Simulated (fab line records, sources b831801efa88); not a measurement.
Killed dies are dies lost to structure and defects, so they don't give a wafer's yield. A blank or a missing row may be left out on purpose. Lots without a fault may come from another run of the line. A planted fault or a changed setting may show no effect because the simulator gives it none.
Split-lot experiment | flow sfq_line | 5 lots, 23 wafers read, on a route of 325 steps

THE SPLIT
At SFQ_TRILAYER_L0_LITHO_COAT_005 (resist thk 600 nm), the setting spin_rpm was moved away from the recipe's 3000 rpm on 10 of the 23 wafers read, by -7.4% to +6.6%. The other wafers ran this setting at the recipe's value.

The reading is taken at the split's own step.

THE READING
KrF_of_TRILAYER_L0_LITHO_COAT_005.thk_nm (the simulator's own value, which no gauge read), in nm, at SFQ_TRILAYER_L0_LITHO_COAT_005 (resist thk 600 nm). The file gives no usual value for it. The 13 wafers here that ran the recipe average 598.9 nm, standard deviation 1.2 nm.

wafer  | tool, chamber at the split | spin_rpm as run, rpm | against the recipe | KrF_of_TRILAYER_L0_LITHO_COAT_005.thk_nm, nm | against lot-mates on the recipe
L074.2 | litho_track-03, 0          | 3085                 | +2.8%              | 591                                          | -7.9
L074.5 | litho_track-03, 0          | 3085                 | +2.8%              | 591                                          | -7.9
L074.3 | litho_track-03, 0          | 3000                 | recipe             | 599.3                                        | -
L074.4 | litho_track-03, 0          | 3000                 | recipe             | 598.8                                        | -
L074.6 | litho_track-03, 0          | 3000                 | recipe             | 598.5                                        | -
L076.2 | litho_track-04, 0          | 3000                 | recipe             | 598.8                                        | -
L076.3 | litho_track-04, 0          | 3122                 | +4.1%              | 588.4                                        | -10.8
L076.4 | litho_track-04, 0          | 3122                 | +4.1%              | 587.9                                        | -11.3
L076.5 | litho_track-04, 0          | 3000                 | recipe             | 599.6                                        | -
L076.6 | litho_track-04, 0          | 3122                 | +4.1%              | 588.5                                        | -10.7
L080.2 | litho_track-01, 0          | 3000                 | recipe             | 599.2                                        | -
L080.3 | litho_track-01, 0          | 3000                 | recipe             | 600.6                                        | -
L080.6 | litho_track-01, 0          | 3000                 | recipe             | 601.1                                        | -
L083.1 | litho_track-01, 0          | 2777                 | -7.4%              | 621.6                                        | +22.7
L083.2 | litho_track-01, 0          | 3000                 | recipe             | 598.3                                        | -
L083.4 | litho_track-01, 0          | 3000                 | recipe             | 599                                          | -
L083.5 | litho_track-01, 0          | 3000                 | recipe             | 599.3                                        | -
L083.6 | litho_track-01, 0          | 2777                 | -7.4%              | 620.8                                        | +21.9
L084.1 | litho_track-03, 0          | 3000                 | recipe             | 596.6                                        | -
L084.3 | litho_track-03, 0          | 3198                 | +6.6%              | 577                                          | -19.8
L084.4 | litho_track-03, 0          | 3198                 | +6.6%              | 579.1                                        | -17.7
L084.5 | litho_track-03, 0          | 3198                 | +6.6%              | 577.4                                        | -19.4
L084.6 | litho_track-03, 0          | 3000                 | recipe             | 597                                          | -

THE FIT
A straight line over all 23 wafers: KrF_of_TRILAYER_L0_LITHO_COAT_005.thk_nm changes by -3.02 nm for each +1% of spin_rpm; r = -0.99; the points scatter about the line by 1.3 nm.
The same after taking each lot's own level away (the mean of its wafers on the recipe; 23 wafers): -2.9 nm for each +1%; r = -1.00; scatter 0.64 nm.
On that fit, the largest move of spin_rpm shifts the reading by 22 nm.
The lots' own levels span 596.80 to 600.30 nm, that is 3.0 times the standard deviation above.
So the lot-to-lot level changes the slope little: the two slopes agree.
Check: with one of the wafers moved furthest among these (-7.4%) left out of the fit, the line predicts +21.4 nm for it against its lot-mates. It came out at +22.7 nm against them.

OTHER SPLITS ON THESE WAFERS
These wafers also went through other splits before the reading. Each is held against what the fit with the lots' levels taken away leaves over:
other split on the same wafers             | wafers away from the commonest value | r with KrF_of_TRILAYER_L0_LITHO_COAT_005.thk_nm (lot level and that fit taken away)
SFQ_TRILAYER_INCOMING_OXIDATION_002 temp_c | 15                                   | +0.14

THE FILE'S OWN FIT
KrF_of_TRILAYER_L0_LITHO_COAT_005.thk_nm changes by -2.9 nm for each +1% of spin_rpm, r = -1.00.
